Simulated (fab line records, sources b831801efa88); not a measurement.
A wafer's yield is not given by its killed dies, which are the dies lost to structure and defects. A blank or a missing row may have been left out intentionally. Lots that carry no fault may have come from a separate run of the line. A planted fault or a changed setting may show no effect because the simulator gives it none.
What tool caused it?	flow gf180mcu	39 wafers from 13 lots sampled at 4 of the route's 602 steps

WHAT THE GAUGES READ, wafer by wafer
GF_V5_BOW_MEAS_05. Usual: V5_BOW 130 um, standard deviation 10.
lot	measured	on	V5_BOW (um)	flag
L389	day 26 10:29	film metro-03	152 137 134	
L390	day 26 17:47	film metro-03	132 126 139	
L392	day 27 13:20	film metro-01	140 143 121	
L393	day 28 04:28	film metro-03	139 143 137	
L395	day 28 12:44	film metro-02	127 145 140	
L396	day 28 15:41	film metro-02	126 117 124	
L397	day 28 21:15	film metro-02	116 122 121	
L406	day 31 15:29	film metro-03	123 114 119	
L407	day 31 18:52	film metro-01	139 139 132	
L409	day 32 06:05	film metro-01	134 139 140	
L410	day 32 12:02	film metro-02	137 129 126	
L411	day 33 00:11	film metro-01	123 112 124	
L412	day 33 02:44	film metro-03	147 135 143	

GF_TOP_METAL_CD_MEAS_14: target cd 440 nm. Usual: cd nm reads 439.5 nm (standard deviation 2.1).
lot	measured	on	cd nm (nm)	flag
L389	day 28 04:20	cd sem-02	440.2 441.5 443.0	
L390	day 28 12:11	cd sem-01	439.1 437.6 439.2	
L392	day 29 05:54	cd sem-01	434.4 436.3 436.5	
L393	day 29 20:21	cd sem-01	440.5 440.3 440.8	
L395	day 30 05:04	cd sem-02	439.3 439.0 440.7	
L396	day 30 06:34	cd sem-01	439.4 442.4 441.1	
L397	day 30 12:48	cd sem-01	438.1 436.5 438.4	
L406	day 33 02:14	cd sem-01	443.0 441.6 442.8	
L407	day 33 05:45	cd sem-01	438.7 437.3 438.1	
L409	day 33 16:16	cd sem-01	440.1 438.6 436.0	
L410	day 33 21:34	cd sem-01	435.5 436.2 438.4	
L411	day 34 08:44	cd sem-01	441.2 441.2 440.1	
L412	day 34 11:59	cd sem-01	444.4 442.6 440.0	

GF_PASSIVATION_BOW_MEAS_14. Usual: PASSIVATION_BOW 132 um, standard deviation 11.
lot	measured	on	PASSIVATION_BOW (um)	flag
L389	day 29 03:28	film metro-04	149 136 133	
L390	day 29 10:58	film metro-03	137 128 141	
L392	day 30 04:12	film metro-04	142 144 122	
L393	day 30 17:40	film metro-01	140 146 137	
L395	day 31 01:50	film metro-03	134 151 152	
L396	day 31 03:41	film metro-03	117 110 118	
L397	day 31 09:33	film metro-01	114 119 118	
L406	day 33 21:22	film metro-04	128 119 124	
L407	day 34 00:08	film metro-04	145 145 139	
L409	day 34 10:35	film metro-01	143 150 150	
L410	day 34 14:55	film metro-03	136 129 128	
L411	day 35 01:43	film metro-04	116 106 118	
L412	day 35 05:52	film metro-04	153 140 149	

WHICH TOOL RAN EACH LOT (tool, then ch and the chambers of the sampled wafers, then the start)
lot	GF_MIM_SPUTTER_00
L389	pvd sputter-03, day 24 12:38
L390	pvd sputter-02, day 24 21:02
L392	pvd sputter-02, day 25 18:45
L393	pvd sputter-02, day 26 07:58
L395	pvd sputter-02, day 26 19:03
L396	pvd sputter-02, day 26 21:29
L397	pvd sputter-02, day 27 03:02
L406	pvd sputter-03, day 30 00:49
L407	pvd sputter-03, day 30 04:53
L409	pvd sputter-03, day 30 17:32
L410	pvd sputter-03, day 30 23:51
L411	pvd sputter-04, day 31 12:12
L412	pvd sputter-02, day 31 15:23
- GF_MIM_SPUTTER_00: material Ti, target thk 37.5 nm, time 150 s.

AS READ BY THE TOOLS THEMSELVES (means over the sampled wafers that have a number; for cases with no such wafer, the mark the record gives instead)
GF_MIM_SPUTTER_00. Usual: substrate temp c 200.00 C, standard deviation 0.18; throttle valve pct 30.3 %, standard deviation 1.1.
lot	tool	substrate temp c (C)	throttle valve pct (%)	flag
L389	pvd sputter-03	200.01	30.8	
L390	pvd sputter-02	200.13	30.5	
L392	pvd sputter-02	199.92	31.4	
L393	pvd sputter-02	200.08	30.1	
L395	pvd sputter-02	200.13	30.3	
L396	pvd sputter-02	200.11	31.4	
L397	pvd sputter-02	199.98	30.2	
L406	pvd sputter-03	200.14	30.2	
L407	pvd sputter-03	199.90	30.4	
L409	pvd sputter-03	199.96	30.1	
L410	pvd sputter-03	199.95	30.6	
L411	pvd sputter-04	200.00	30.0	
L412	pvd sputter-02	199.87	30.5	

THE ANSWER, worked out from the rows above alone
Rule: a lot is off if the mean of its wafers that have a number lies more than 3 standard deviations from the usual mean. A lot without any number at a reading at which 4 lots or more have one is off too. Any other lot the step has rows for is counted as sound. After the gauges, taken in route order, come the tools' own readings; for these a lot's mean is taken, as printed above. At the first step where some lot is off, the reading lying furthest off is the one used; lots without a number count as furthest.
Nothing can be told from this: no lot is off at any reading shown.

WHAT WAS PUT IN BY THE SIMULATOR
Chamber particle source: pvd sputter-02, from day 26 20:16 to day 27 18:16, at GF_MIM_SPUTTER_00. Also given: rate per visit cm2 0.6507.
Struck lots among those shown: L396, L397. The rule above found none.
